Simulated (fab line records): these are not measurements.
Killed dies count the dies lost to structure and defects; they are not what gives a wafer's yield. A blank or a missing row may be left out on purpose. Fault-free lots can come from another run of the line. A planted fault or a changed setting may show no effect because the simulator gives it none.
The tool behind it: which one?    flow gf180mcu    Sampling: 11 lots, 33 wafers, 5 of 602 route steps

WHAT THE GAUGES SHOWED, per wafer
GF_V4_BOW_MEAS_05.
lot   measured      on             V4_BOW (um)
L412  day 24 09:58  film-metro-01  142 141 148
L414  day 25 04:47  film-metro-01  131 139 138
L416  day 25 16:23  film-metro-02  135 146 135
L417  day 26 04:44  film-metro-01  116 127 122
L418  day 26 09:04  film-metro-02  147 153 136
L421  day 27 10:14  film-metro-04  136 136 133
L426  day 29 01:49  film-metro-04  133 142 128
L429  day 30 06:05  film-metro-04  155 155 143
L431  day 30 07:17  film-metro-01  139 125 146
L432  day 30 20:55  film-metro-04  139 136 142
L433  day 30 23:31  film-metro-02  130 123 120

GF_V4_RS_MEAS_24: measures by four-point-probe.
lot   measured      on             V4_W_RS (ohm/sq)
L412  day 25 08:55  film-metro-02  0.324 0.322 0.316
L414  day 26 03:17  film-metro-02  0.320 0.325 0.329
L416  day 26 14:53  film-metro-04  0.334 0.337 0.333
L417  day 27 03:20  film-metro-01  0.326 0.319 0.329
L418  day 27 07:45  film-metro-01  0.319 0.327 0.329
L421  day 28 07:18  film-metro-02  0.329 0.331 0.330
L426  day 29 22:05  film-metro-01  0.318 0.325 0.323
L429  day 31 01:22  film-metro-04  0.382 0.389 0.378
L431  day 31 02:17  film-metro-02  0.382 0.384 0.386
L432  day 31 16:20  film-metro-02  0.382 0.373 0.380
L433  day 31 18:16  film-metro-04  0.330 0.331 0.327

GF_V4_THK_MEAS_25: measures by xrf.
lot   measured      on             V4_W_THK (nm)
L412  day 25 09:02  film-metro-02  341 345 350
L414  day 26 03:23  film-metro-02  348 342 335
L416  day 26 14:59  film-metro-04  331 326 330
L417  day 27 03:26  film-metro-01  334 338 329
L418  day 27 07:51  film-metro-01  338 332 329
L421  day 28 07:25  film-metro-02  335 334 333
L426  day 29 22:11  film-metro-01  336 329 331
L429  day 31 01:29  film-metro-04  290 283 291
L431  day 31 02:23  film-metro-02  287 286 285
L432  day 31 16:26  film-metro-02  286 295 288
L433  day 31 18:22  film-metro-04  331 331 334

WHAT TOOL EACH LOT RAN ON (gives the tool, then ch and the chambers of the sampled wafers, and finally the start)
lot   GF_V4_CVD_02                     GF_V4_CVD_23
L412  pecvd-02 ch 0,1,2, day 24 09:31  cvd-w-02 ch 0,1, day 25 08:47
L414  pecvd-04 ch 0,2, day 25 04:19    cvd-w-02 ch 0,1, day 26 03:10
L416  pecvd-02 ch 1,2, day 25 15:56    cvd-w-01 ch 0,1, day 26 14:45
L417  pecvd-02 ch 0,1,2, day 26 04:16  cvd-w-02 ch 0,1, day 27 03:13
L418  pecvd-02 ch 0,1, day 26 08:36    cvd-w-02 ch 0,1, day 27 07:38
L421  pecvd-01 ch 1,2, day 27 09:48    cvd-w-01 ch 0,1, day 28 07:11
L426  pecvd-04 ch 0,1,2, day 29 01:23  cvd-w-02 ch 0,1, day 29 21:57
L429  pecvd-04 ch 0,1,2, day 30 05:39  cvd-w-02 ch 0,1, day 31 01:16
L431  pecvd-02 ch 0,2, day 30 06:49    cvd-w-02 ch 0,1, day 31 02:10
L432  pecvd-02 ch 0,2, day 30 20:28    cvd-w-02 ch 0,1, day 31 16:12
L433  pecvd-01 ch 1,2, day 30 23:04    cvd-w-01 ch 0,1, day 31 18:08
- GF_V4_CVD_02: deposits SiO2 from TEOS, target thk 850 nm, time 94.851 s.
- GF_V4_CVD_23: deposits W, target thk 350 nm, time 104.9 s.

WHAT THE TOOLS THEMSELVES READ (means of the sampled wafers that have a number; where no wafer has one, the mark that the record gives instead)
GF_V4_CVD_02.
lot   tool      heater-power-w (W)
L412  pecvd-02  618
L414  pecvd-04  581
L416  pecvd-02  641
L417  pecvd-02  627
L418  pecvd-02  665
L421  pecvd-01  638
L426  pecvd-04  611
L429  pecvd-04  622
L431  pecvd-02  606
L432  pecvd-02  588
L433  pecvd-01  641

GF_V4_CVD_23.
lot   tool      heater-power-w (W)
L412  cvd-w-02  845
L414  cvd-w-02  860
L416  cvd-w-01  1014
L417  cvd-w-02  834
L418  cvd-w-02  847
L421  cvd-w-01  981
L426  cvd-w-02  897
L429  cvd-w-02  905
L431  cvd-w-02  902
L432  cvd-w-02  855
L433  cvd-w-01  1035

THE ANSWER, worked out from the rows above alone
Rule: the lots themselves supply what counts as usual. Put in order of their means at a reading, lots are off if they are a third of the lots or fewer, leave a main group of 4 or more, and stand apart from it by a gap of 3 or more times the standard deviation of the main group's means; of several such gaps the widest counts. The tables above print the reading to a certain number of digits; a main group whose means all agree to those digits is not used. Also off: a lot with no number at a reading for which 4 or more lots have one. Where the step has rows for the other lots, those lots are counted as sound. The gauges are gone through in route order, then the tools' own readings, and for those a lot's mean is taken as printed above. The first step at which some lot is off is used, and at that step the reading that is off furthest; a lot without a number counts as furthest.
Off: at GF_V4_RS_MEAS_24 (V4_W_RS), L429, L431, L432. For the main group the mean is 0.326 ohm/sq and the standard deviation 0.0043.
If a tool, at a process step before that reading, ran all the lots that are off and no sound lot after the first of them, it fits. Gauges at GF_V4_RS_MEAS_24: tried the same way as those tools. One fits: GF_V4_CVD_23 on cvd-w-02. Its last sound lot is L426 (day 29 21:57), its first lot that is off L429 (day 31 01:16): a fault that began between those two fits.

WHAT WAS PUT IN BY THE SIMULATOR
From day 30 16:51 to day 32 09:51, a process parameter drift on cvd-w-02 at GF_V4_CVD_23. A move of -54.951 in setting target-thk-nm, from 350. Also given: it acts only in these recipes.
Shown lots that were struck: L429, L431, L432. Same finding as the rule above.
